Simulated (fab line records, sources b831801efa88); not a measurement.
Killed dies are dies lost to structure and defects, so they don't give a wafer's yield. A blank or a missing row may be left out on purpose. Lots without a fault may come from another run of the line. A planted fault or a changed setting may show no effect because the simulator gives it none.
Which tool did it? | flow gf180mcu | 12 lots, 36 wafers sampled, at 6 steps of a route of 602

WHAT THE GAUGES READ, wafer by wafer
GF_MVPSD_TW_MEAS_11.
lot  | measured     | on            | MVPSD_TW
L987 | day 5 03:19  | film_metro-03 | 554 554 556
L992 | day 6 08:11  | film_metro-03 | 554 553 554
L994 | day 6 19:44  | film_metro-03 | 555 553 556
L998 | day 7 18:59  | film_metro-02 | 562 559 561
L101 | day 8 13:02  | film_metro-02 | 561 561 562
L104 | day 9 09:04  | film_metro-04 | 549 544 546
L105 | day 9 14:01  | film_metro-04 | 547 547 545
L106 | day 9 18:00  | film_metro-04 | 547 545 545
L107 | day 9 23:40  | film_metro-04 | 546 544 545
L108 | day 10 07:12 | film_metro-03 | 560 561 564
L109 | day 10 20:31 | film_metro-04 | 546 546 543
L110 | day 10 21:29 | film_metro-04 | 547 539 546

GF_HV_LDD_TW_MEAS_11.
lot  | measured     | on            | HV_LDD_TW
L987 | day 10 06:26 | film_metro-02 | 2463 2456 2462
L992 | day 11 13:58 | film_metro-03 | 2350 2354 2345
L994 | day 12 05:51 | film_metro-04 | 2369 2385 2374
L998 | day 13 07:26 | film_metro-04 | 2289 2278 2286
L101 | day 14 07:44 | film_metro-02 | 2449 2443 2455
L104 | day 15 08:55 | film_metro-03 | 2441 2449 2438
L105 | day 15 14:07 | film_metro-04 | 2361 2368 2364
L106 | day 15 22:24 | film_metro-02 | 2448 2457 2463
L107 | day 16 02:18 | film_metro-03 | 2432 2430 2438
L108 | day 16 10:08 | film_metro-04 | 2380 2384 2391
L109 | day 17 05:38 | film_metro-02 | 2444 2443 2445
L110 | day 17 08:54 | film_metro-04 | 2370 2379 2369

GF_HV_LDD_RS_MEAS_53: measures by four-point-probe.
lot  | measured     | on            | HV_LDD_RS (ohm/sq)
L987 | day 12 16:10 | film_metro-03 | 418.3 417.7 417.9
L992 | day 14 03:20 | film_metro-03 | 420.4 420.9 422.3
L994 | day 14 20:14 | film_metro-04 | 419.1 418.0 419.2
L998 | day 16 00:16 | film_metro-03 | 421.9 422.4 422.2
L101 | day 17 03:37 | film_metro-02 | 417.6 418.7 417.7
L104 | day 18 04:52 | film_metro-03 | 419.6 418.9 419.4
L105 | day 18 11:10 | film_metro-04 | 419.0 419.2 419.5
L106 | day 18 19:41 | film_metro-04 | 417.4 417.8 418.1
L107 | day 19 00:37 | film_metro-04 | 419.6 419.4 417.5
L108 | day 19 09:48 | film_metro-02 | 418.9 418.0 418.3
L109 | day 20 06:34 | film_metro-02 | 418.5 418.3 419.0
L110 | day 20 10:02 | film_metro-04 | 418.4 418.8 419.8

GF_CONTACT_BOW_MEAS_05.
lot  | measured     | on            | CONTACT_BOW (um)
L987 | day 15 11:55 | film_metro-02 | 64 58 63
L992 | day 17 02:44 | film_metro-04 | 71 75 72
L994 | day 17 20:40 | film_metro-02 | 60 53 59
L998 | day 19 02:49 | film_metro-02 | 70 63 59
L101 | day 20 08:52 | film_metro-02 | 61 72 65
L104 | day 21 11:16 | film_metro-04 | 64 50 68
L105 | day 21 17:02 | film_metro-03 | 74 81 65
L106 | day 22 02:29 | film_metro-04 | 53 61 57
L107 | day 22 06:00 | film_metro-02 | 55 47 56
L108 | day 22 15:01 | film_metro-04 | 62 61 59
L109 | day 23 11:01 | film_metro-03 | 80 75 73
L110 | day 23 13:55 | film_metro-04 | 61 63 61

WHICH TOOL RAN EACH LOT (tool, then ch and the chambers of the sampled wafers, then the start)
lot  | GF_POLY_GATE_ETCH_13             | GF_HV_LDD_IMPLANT_09
L987 | rie_si-02 ch 1,2,3, day 9 09:35  | implanter-04 ch 0, day 10 06:11
L992 | rie_si-01 ch 0,3, day 10 17:26   | implanter-03 ch 0, day 11 13:44
L994 | rie_si-02 ch 0,2,3, day 11 08:34 | implanter-04 ch 0, day 12 05:37
L998 | rie_si-01 ch 0,2, day 12 10:19   | implanter-03 ch 0, day 13 07:11
L101 | rie_si-02 ch 0,1,2, day 13 10:05 | implanter-02 ch 0, day 14 07:29
L104 | rie_si-02 ch 0,1,2, day 14 09:31 | implanter-02 ch 0, day 15 08:41
L105 | rie_si-02 ch 0,1,3, day 14 14:29 | implanter-02 ch 0, day 15 13:52
L106 | rie_si-02 ch 0,2,3, day 14 22:28 | implanter-04 ch 0, day 15 22:10
L107 | rie_si-02 ch 0,1,3, day 15 02:25 | implanter-03 ch 0, day 16 02:03
L108 | rie_si-02 ch 0,1, day 15 10:16   | implanter-04 ch 0, day 16 09:55
L109 | rie_si-02 ch 0,2, day 16 05:41   | implanter-02 ch 0, day 17 05:23
L110 | rie_si-01 ch 0,3, day 16 07:20   | implanter-03 ch 0, day 17 08:40
- GF_POLY_GATE_ETCH_13: etches poly-Si in HBr/Cl2, stops on SiO2, target depth 198.5 nm, time 69.6 s.
- GF_HV_LDD_IMPLANT_09

WHAT THE TOOLS THEMSELVES READ (means of the sampled wafers that have a number; where no wafer has one, the mark that the record gives instead)
GF_POLY_GATE_ETCH_13.
lot  | tool      | drypump_motor_current_A (A) | oes_product_au (a.u.) | rf_fwd_power_W (W) | throttle_valve_pct (%)
L987 | rie_si-02 | 5.7                         | 0.986                 | 397.0              | 33.684
L992 | rie_si-01 | 6.1                         | 0.994                 | 395.9              | 33.686
L994 | rie_si-02 | 5.7                         | 0.990                 | 397.8              | 33.677
L998 | rie_si-01 | 6.1                         | 0.983                 | 395.6              | 33.685
L101 | rie_si-02 | 5.5                         | 0.982                 | 396.7              | 33.681
L104 | rie_si-02 | 5.5                         | 0.991                 | 398.1              | 33.678
L105 | rie_si-02 | 5.6                         | 0.995                 | 396.5              | 33.681
L106 | rie_si-02 | 5.7                         | 0.986                 | 397.0              | 33.683
L107 | rie_si-02 | 5.5                         | 0.987                 | 397.5              | 33.683
L108 | rie_si-02 | 5.4                         | 0.978                 | 397.1              | 33.691
L109 | rie_si-02 | 5.6                         | 0.988                 | 397.4              | 33.680
L110 | rie_si-01 | 6.1                         | 0.975                 | 396.9              | 33.680

GF_HV_LDD_IMPLANT_09.
lot  | tool         | beam_energy_keV | end_station_pressure_torr (Torr)
L987 | implanter-04 | 39.984          | 5.55e-06
L992 | implanter-03 | 35.505          | 5.45e-06
L994 | implanter-04 | 40.020          | 5.52e-06
L998 | implanter-03 | 35.491          | 5.48e-06
L101 | implanter-02 | 39.983          | 5.74e-06
L104 | implanter-02 | 40.013          | 5.47e-06
L105 | implanter-02 | 39.994          | 5.17e-06
L106 | implanter-04 | 40.012          | 5.47e-06
L107 | implanter-03 | 39.998          | 5.41e-06
L108 | implanter-04 | 40.010          | 5.53e-06
L109 | implanter-02 | 39.998          | 5.32e-06
L110 | implanter-03 | 39.993          | 5.35e-06

THE ANSWER, worked out from the rows above alone
Rule: what is usual is taken from the lots themselves. Put in order of their means at a reading, lots are off if they are a third of the lots or fewer, leave a main group of 4 or more, and stand apart from it by a gap of 3 or more times the standard deviation of the main group's means; of several such gaps the widest counts. A main group whose means are all the same, to the digits that the tables above print for the reading, isn't used. A lot without any number at a reading at which 4 lots or more have one is off too. The other lots that the step has rows for count as sound. The gauges are gone through in route order, then the tools' own readings, and for those a lot's mean is taken as printed above. The first step at which some lot is off is used, and at that step the reading that is off furthest; a lot without a number counts as furthest.
Off: L992, L998, at GF_HV_LDD_RS_MEAS_53 (HV_LDD_RS). The main group: mean 418.6 ohm/sq, standard deviation 0.51.
A tool fits if, at a process step before that reading, it ran every lot that is off, and no sound lot after the first of them. The gauges at GF_HV_LDD_RS_MEAS_53 aren't tried: what is off there is off at GF_POLY_GATE_ETCH_13 too, on other tools, and a gauge's error can't cause that. None of those tried fits.

WHAT THE SIMULATOR HAD PUT IN
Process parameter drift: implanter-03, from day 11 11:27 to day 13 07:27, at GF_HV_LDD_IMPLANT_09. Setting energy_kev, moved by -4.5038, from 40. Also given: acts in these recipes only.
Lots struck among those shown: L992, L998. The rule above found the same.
